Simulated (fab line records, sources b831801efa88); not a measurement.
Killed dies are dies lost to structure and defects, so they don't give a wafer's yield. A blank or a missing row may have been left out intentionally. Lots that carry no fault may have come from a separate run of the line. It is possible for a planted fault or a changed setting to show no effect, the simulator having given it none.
Tool commonality check | flow gf180mcu | Sampled: 13 lots, 39 wafers

## WHY IT WAS OPENED
GF_HV_LDD_RS_MEAS_53, reading HV_LDD_RS: flagged on 2 of 13 lots. Wafers without a fault read 418.7 ohm/sq, standard deviation 0.79.
Rule: a lot is flagged in two cases, either no wafer of it has a number, or all its wafers with numbers fall more than 4 standard deviations from that mean. The other lots count as sound.

lot  | measured     | on            | HV_LDD_RS (ohm/sq), wafer by wafer | flag
L904 | day 12 10:01 | film-metro-01 | 419.3 419.1 419.4                  |
L907 | day 13 12:19 | film-metro-01 | 418.5 418.6 418.7                  |
L908 | day 13 20:36 | film-metro-01 | 418.6 419.1 419.2                  |
L910 | day 14 15:07 | film-metro-04 | 417.9 417.4 417.8                  |
L909 | day 14 15:13 | film-metro-01 | 418.0 417.3 418.2                  |
L911 | day 15 02:21 | film-metro-01 | 419.7 419.6 419.4                  |
L913 | day 15 12:31 | film-metro-01 | 419.5 420.0 419.2                  |
L915 | day 16 07:44 | film-metro-04 | 417.6 417.6 418.7                  |
L916 | day 16 09:57 | film-metro-01 | 451.4 451.0 449.8                  | FLAGGED
L917 | day 16 22:07 | film-metro-03 | 450.6 451.7 450.1                  | FLAGGED
L918 | day 17 00:13 | film-metro-04 | 418.1 417.8 419.5                  |
L924 | day 19 01:27 | film-metro-01 | 417.9 418.5 418.7                  |
L927 | day 20 04:34 | film-metro-04 | 419.8 420.4 418.9                  |
Average over the flagged lots: 450.8 ohm/sq; offset from the usual +32.1 ohm/sq, equal to +41 standard deviations.

## EACH LOT AND THE TOOL IT RAN ON
The record holds 1 process step before the reading, out of a route of 602 steps. Read each cell as the tool, then ch plus the chambers that the sampled wafers visited, then the start.
lot  | flag    | GF_HV_LDD_IMPLANT_09
L904 |         | implanter-03 ch 0, day 10 01:46
L907 |         | implanter-03 ch 0, day 11 01:14
L908 |         | implanter-03 ch 0, day 11 09:01
L910 |         | implanter-04 ch 0, day 12 00:55
L909 |         | implanter-03 ch 0, day 12 01:05
L911 |         | implanter-04 ch 0, day 12 10:47
L913 |         | implanter-03 ch 0, day 12 20:29
L915 |         | implanter-03 ch 0, day 13 14:06
L916 | FLAGGED | implanter-03 ch 0, day 13 16:14
L917 | FLAGGED | implanter-03 ch 0, day 14 03:01
L918 |         | implanter-04 ch 0, day 14 05:41
L924 |         | implanter-04 ch 0, day 16 02:15
L927 |         | implanter-04 ch 0, day 17 04:05
These steps, and what they do:
- GF_HV_LDD_IMPLANT_09
- GF_HV_LDD_RS_MEAS_53: measures by four-point-probe.

## FLAGGED AGAINST TOTAL, ONE TOOL AT A TIME (gauges that did the reading follow at the end)
step                 | tool          | lots run | flagged | share of the flagged lots | sound lots run after its first flagged lot
GF_HV_LDD_IMPLANT_09 | implanter-03  | 8        | 2       | all                       | 0
GF_HV_LDD_IMPLANT_09 | implanter-04  | 5        | 0       | none                      | -
GF_HV_LDD_RS_MEAS_53 | film-metro-01 | 8        | 1       | some                      | 1 (L924)
GF_HV_LDD_RS_MEAS_53 | film-metro-03 | 1        | 1       | some                      | 0
GF_HV_LDD_RS_MEAS_53 | film-metro-04 | 4        | 0       | none                      | -

## THE TABLE: WHAT IT ALLOWS
1 row of the table ran every flagged lot: implanter-03 at GF_HV_LDD_IMPLANT_09.
- implanter-03 at GF_HV_LDD_IMPLANT_09 ran 8 lots, 2 of them flagged. Last sound lot L915 at day 13 14:06, first flagged lot L916 at day 13 16:14; a fault beginning in between fits. Its own readings lie more than 4 standard deviations out on every wafer of the flagged lots: dose-ions-cm2, faraday-current-uA.
implanter-03 at GF_HV_LDD_IMPLANT_09 is the single tool remaining.

## WHAT THE SIMULATOR PUT IN
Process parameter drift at GF_HV_LDD_IMPLANT_09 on implanter-03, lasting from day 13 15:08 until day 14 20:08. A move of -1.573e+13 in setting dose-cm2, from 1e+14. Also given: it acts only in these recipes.
Shown lots that were struck: L916, L917. The same result came from the rule above.
